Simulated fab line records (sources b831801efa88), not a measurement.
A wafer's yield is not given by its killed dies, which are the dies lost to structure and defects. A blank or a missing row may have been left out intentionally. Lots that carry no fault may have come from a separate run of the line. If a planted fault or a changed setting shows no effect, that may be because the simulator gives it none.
Problem report in the 8D (eight disciplines) form, filled by code | flow gf180mcu | the parts of the form that need people (team, actions taken, sign-off) are left out

1. WHAT WENT WRONG
heater_power_total_W at GF_POLY_GATE_SOFTBAKE_06 reads a mean of 100.09 W on 3 wafers of 3 lots; wafers without a fault read 93.05 W with a standard deviation of 0.057. That is +99 or more standard deviations from the usual mean.
The step: time 60 s.
Seen first at day 9 13:00 on litho_track-02, wafer L200.3. Wafers with a number at this step in the record: 19, from 7 lots. Rule for "out", or "out of limits": more than 4 standard deviations from the usual mean. All remaining wafers that have a number are taken as sound.

2. WHAT IT IS; WHAT IT IS NOT
question                    | is                                 | is not
which readings at this step | heater_power_total_W, run_length_s | -
which lots                  | L200, L201, L203                   | L202, L214, L220, L221
which wafers of those lots  | L200.3, L201.3, L203.4             | L200.5, L201.5, L203.1, L203.2
read on which tools         | litho_track-02                     | litho_track-04
when                        | from day 9 13:00                   | up to then (1 sound wafer); but 15 sound wafers of L201, L202, L203, L214, L220, L221 came after

3. THE SUSPECTS, EACH WITH WHAT RULES IT OUT
Counting: if a tool at a process step up to the reading ran every lot that is out, it stays a suspect. Sound lots after the first of them don't rule it out here, since some wafers of a struck lot are sound.
- litho_track-02 at GF_POLY_GATE_SOFTBAKE_06 (time 60 s): kept. It ran every lot that is out, first L200 (day 9 13:00). Out on those wafers are its own readings of heater_power_total_W, run_length_s.
After counting, what remains is litho_track-02 at GF_POLY_GATE_SOFTBAKE_06.

4. THE CAUSE (what the simulator had put in)
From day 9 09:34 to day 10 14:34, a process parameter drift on litho_track-02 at GF_POLY_GATE_SOFTBAKE_06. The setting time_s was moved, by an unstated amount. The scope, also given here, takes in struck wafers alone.
Only this tool survived the counting.

5. SEQUENCE OF EFFECTS, ordered by route
One row per reading whose mean, taken over the struck wafers that have a number, lies over 3 standard deviations from the usual. Readings are gone through only where the record gives a usual standard deviation; hours: the median, over the lots, of the time from a lot's start at the first step in this table giving one to that lot's start at this step; sigmas: the change measured in usual standard deviations.
hours | step                     | reading              | usual   | on struck wafers | change | sigmas
0     | GF_POLY_GATE_SOFTBAKE_06 | heater_power_total_W | 93.05 W | 100.09           | +7.04  | +99 or more
0     | GF_POLY_GATE_SOFTBAKE_06 | run_length_s         | 89.34 s | 77.40            | -11.94 | -57
The process steps in it:
- GF_POLY_GATE_SOFTBAKE_06: time 60 s.
At these later measuring or inspecting steps, every struck wafer for which the step has a row has a number for every such reading, and none has moved that far: GF_POLY_GATE_CD_MEAS_10, GF_POLY_GATE_OVL_MEAS_11.

6. WHAT WOULD HAVE CAUGHT IT SOONER
In this record no reading fell out of limits until day 9 13:00, 3 hours after the fault had begun at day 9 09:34.
